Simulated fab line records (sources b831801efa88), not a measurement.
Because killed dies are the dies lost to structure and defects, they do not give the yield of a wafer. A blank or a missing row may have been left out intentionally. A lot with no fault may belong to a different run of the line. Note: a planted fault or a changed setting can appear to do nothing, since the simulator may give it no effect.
Which tool did it? || flow gf180mcu || 13 lots, 38 wafers sampled, at 3 steps of a route of 602

## WHAT THE GAUGES SHOWED, per wafer
GF_V2_OVL_MEAS_15. Usual: for V2_OVL the level is 0 nm and the standard deviation is 6.
{"lot": "L347", "measured": "day 20 02:31", "on": "overlay-02", "V2_OVL (nm)": "13 9 13", "flag": ""}
{"lot": "L348", "measured": "day 20 12:56", "on": "overlay-01", "V2_OVL (nm)": "1 5 -2", "flag": ""}
{"lot": "L350", "measured": "day 21 12:01", "on": "overlay-02", "V2_OVL (nm)": "-3 0 2", "flag": ""}
{"lot": "L351", "measured": "day 21 21:47", "on": "overlay-02", "V2_OVL (nm)": "-3 -3 -1", "flag": ""}
{"lot": "L354", "measured": "day 22 21:05", "on": "overlay-01", "V2_OVL (nm)": "-10 -14 -2", "flag": ""}
{"lot": "L356", "measured": "day 23 16:28", "on": "overlay-01", "V2_OVL (nm)": "5 1 4", "flag": ""}
{"lot": "L357", "measured": "day 24 01:29", "on": "overlay-02", "V2_OVL (nm)": "-1 1 4", "flag": ""}
{"lot": "L358", "measured": "day 24 12:50", "on": "overlay-02", "V2_OVL (nm)": "-7 -3 -9", "flag": ""}
{"lot": "L359", "measured": "day 24 16:22", "on": "overlay-02", "V2_OVL (nm)": "-4 -1 -4", "flag": ""}
{"lot": "L361", "measured": "day 25 08:29", "on": "overlay-02", "V2_OVL (nm)": "-1 -1 1", "flag": ""}
{"lot": "L365", "measured": "day 26 08:21", "on": "overlay-02", "V2_OVL (nm)": "-11 1", "flag": ""}
{"lot": "L366", "measured": "day 26 18:29", "on": "overlay-02", "V2_OVL (nm)": "1 -1 3", "flag": ""}
{"lot": "L367", "measured": "day 27 03:55", "on": "overlay-02", "V2_OVL (nm)": "7 8 5", "flag": ""}

## WHICH TOOL RAN EACH LOT (tool, then ch and the chambers of the sampled wafers, then the start)
{"lot": "L347", "GF_M2_SPUTTER_04": "pvdSputter-03, day 18 02:11", "GF_V2_CMP_04": "cmp-02 ch 1,2, day 19 02:19"}
{"lot": "L348", "GF_M2_SPUTTER_04": "pvdSputter-03, day 18 11:35", "GF_V2_CMP_04": "cmp-01 ch 0,2,3, day 19 12:22"}
{"lot": "L350", "GF_M2_SPUTTER_04": "pvdSputter-03, day 19 10:26", "GF_V2_CMP_04": "cmp-01 ch 0,3, day 20 11:56"}
{"lot": "L351", "GF_M2_SPUTTER_04": "pvdSputter-04, day 19 21:11", "GF_V2_CMP_04": "cmp-02 ch 0,1,3, day 20 22:22"}
{"lot": "L354", "GF_M2_SPUTTER_04": "pvdSputter-04, day 20 19:55", "GF_V2_CMP_04": "cmp-01 ch 1,2,3, day 21 21:17"}
{"lot": "L356", "GF_M2_SPUTTER_04": "pvdSputter-02, day 21 16:48", "GF_V2_CMP_04": "cmp-01 ch 0,3, day 22 17:14"}
{"lot": "L357", "GF_M2_SPUTTER_04": "pvdSputter-02, day 22 01:58", "GF_V2_CMP_04": "cmp-01 ch 0,2,3, day 23 02:25"}
{"lot": "L358", "GF_M2_SPUTTER_04": "pvdSputter-03, day 22 13:38", "GF_V2_CMP_04": "cmp-01 ch 0,1, day 23 13:44"}
{"lot": "L359", "GF_M2_SPUTTER_04": "pvdSputter-02, day 22 17:58", "GF_V2_CMP_04": "cmp-01 ch 1,2, day 23 17:50"}
{"lot": "L361", "GF_M2_SPUTTER_04": "pvdSputter-03, day 23 11:35", "GF_V2_CMP_04": "cmp-01 ch 1,2,3, day 24 10:26"}
{"lot": "L365", "GF_M2_SPUTTER_04": "pvdSputter-02, day 24 12:31", "GF_V2_CMP_04": "cmp-02 ch 3, day 25 10:38"}
{"lot": "L366", "GF_M2_SPUTTER_04": "pvdSputter-03, day 24 22:32", "GF_V2_CMP_04": "cmp-02 ch 0,1, day 25 20:39"}
{"lot": "L367", "GF_M2_SPUTTER_04": "pvdSputter-02, day 25 08:02", "GF_V2_CMP_04": "cmp-01 ch 0,1,2, day 26 06:37"}
- GF_M2_SPUTTER_04: material TiN, target thk 50 nm, time 41.7 s.
- GF_V2_CMP_04: polishes SiO2.

## AS READ BY THE TOOLS THEMSELVES (means over the sampled wafers that have a number; for cases with no such wafer, the mark the record gives instead)
GF_M2_SPUTTER_04. Usual: chamberPressurePa 0.3999 Pa, standard deviation 0.00083; throttleValvePct 29.3 %, standard deviation 0.81.
{"lot": "L347", "tool": "pvdSputter-03", "chamberPressurePa (Pa)": 0.4001, "throttleValvePct (%)": 29.5, "flag": ""}
{"lot": "L348", "tool": "pvdSputter-03", "chamberPressurePa (Pa)": 0.4001, "throttleValvePct (%)": 29.4, "flag": ""}
{"lot": "L350", "tool": "pvdSputter-03", "chamberPressurePa (Pa)": 0.4001, "throttleValvePct (%)": 29.0, "flag": ""}
{"lot": "L351", "tool": "pvdSputter-04", "chamberPressurePa (Pa)": 0.4009, "throttleValvePct (%)": 29.1, "flag": ""}
{"lot": "L354", "tool": "pvdSputter-04", "chamberPressurePa (Pa)": 0.4004, "throttleValvePct (%)": 29.4, "flag": ""}
{"lot": "L356", "tool": "pvdSputter-02", "chamberPressurePa (Pa)": 0.3999, "throttleValvePct (%)": 29.2, "flag": ""}
{"lot": "L357", "tool": "pvdSputter-02", "chamberPressurePa (Pa)": 0.4001, "throttleValvePct (%)": 29.1, "flag": ""}
{"lot": "L358", "tool": "pvdSputter-03", "chamberPressurePa (Pa)": 0.3996, "throttleValvePct (%)": 29.5, "flag": ""}
{"lot": "L359", "tool": "pvdSputter-02", "chamberPressurePa (Pa)": 0.3991, "throttleValvePct (%)": 29.3, "flag": ""}
{"lot": "L361", "tool": "pvdSputter-03", "chamberPressurePa (Pa)": 0.4000, "throttleValvePct (%)": 29.7, "flag": ""}
{"lot": "L365", "tool": "pvdSputter-02", "chamberPressurePa (Pa)": 0.4003, "throttleValvePct (%)": 29.6, "flag": ""}
{"lot": "L366", "tool": "pvdSputter-03", "chamberPressurePa (Pa)": 0.3996, "throttleValvePct (%)": 28.8, "flag": ""}
{"lot": "L367", "tool": "pvdSputter-02", "chamberPressurePa (Pa)": 0.3996, "throttleValvePct (%)": 29.6, "flag": ""}

GF_V2_CMP_04. Usual: headPressurePsi 3.999 psi, standard deviation 0.0084; motorCurrentA 11.9 A, standard deviation 0.64; timeToEndpointS 83 s, standard deviation 4.6.
{"lot": "L347", "tool": "cmp-02", "headPressurePsi (psi)": 4.000, "motorCurrentA (A)": 11.6, "timeToEndpointS (s)": 86, "flag": ""}
{"lot": "L348", "tool": "cmp-01", "headPressurePsi (psi)": 4.000, "motorCurrentA (A)": 12.0, "timeToEndpointS (s)": 77, "flag": ""}
{"lot": "L350", "tool": "cmp-01", "headPressurePsi (psi)": 3.991, "motorCurrentA (A)": 11.9, "timeToEndpointS (s)": 85, "flag": ""}
{"lot": "L351", "tool": "cmp-02", "headPressurePsi (psi)": 3.996, "motorCurrentA (A)": 12.1, "timeToEndpointS (s)": 80, "flag": ""}
{"lot": "L354", "tool": "cmp-01", "headPressurePsi (psi)": 3.998, "motorCurrentA (A)": 12.0, "timeToEndpointS (s)": 84, "flag": ""}
{"lot": "L356", "tool": "cmp-01", "headPressurePsi (psi)": 3.992, "motorCurrentA (A)": 12.1, "timeToEndpointS (s)": 85, "flag": ""}
{"lot": "L357", "tool": "cmp-01", "headPressurePsi (psi)": 3.997, "motorCurrentA (A)": 12.0, "timeToEndpointS (s)": 82, "flag": ""}
{"lot": "L358", "tool": "cmp-01", "headPressurePsi (psi)": 4.002, "motorCurrentA (A)": 12.3, "timeToEndpointS (s)": 80, "flag": ""}
{"lot": "L359", "tool": "cmp-01", "headPressurePsi (psi)": 4.002, "motorCurrentA (A)": 11.8, "timeToEndpointS (s)": 79, "flag": ""}
{"lot": "L361", "tool": "cmp-01", "headPressurePsi (psi)": 3.995, "motorCurrentA (A)": 11.8, "timeToEndpointS (s)": 83, "flag": ""}
{"lot": "L365", "tool": "cmp-02", "headPressurePsi (psi)": 4.011, "motorCurrentA (A)": 13.3, "timeToEndpointS (s)": 82, "flag": ""}
{"lot": "L366", "tool": "cmp-02", "headPressurePsi (psi)": 3.998, "motorCurrentA (A)": 11.9, "timeToEndpointS (s)": 80, "flag": ""}
{"lot": "L367", "tool": "cmp-01", "headPressurePsi (psi)": 3.998, "motorCurrentA (A)": 12.2, "timeToEndpointS (s)": 81, "flag": ""}

## THE ANSWER, worked out from the rows above alone
Rule: take the mean of a lot's wafers that have a number; if it is more than 3 standard deviations from the usual mean, the lot is off. A lot without any number at a reading at which 4 lots or more have one is off too. All remaining lots with rows at the step are treated as sound. First the gauges in route order, then the tools' own readings, where a lot's mean is used as printed above. At the first step where some lot is off, the reading lying furthest off is the one used; lots without a number count as furthest.
No lot is off on any of the readings shown, so nothing can be concluded from this.

## WHAT HAD BEEN PUT IN BY THE SIMULATOR
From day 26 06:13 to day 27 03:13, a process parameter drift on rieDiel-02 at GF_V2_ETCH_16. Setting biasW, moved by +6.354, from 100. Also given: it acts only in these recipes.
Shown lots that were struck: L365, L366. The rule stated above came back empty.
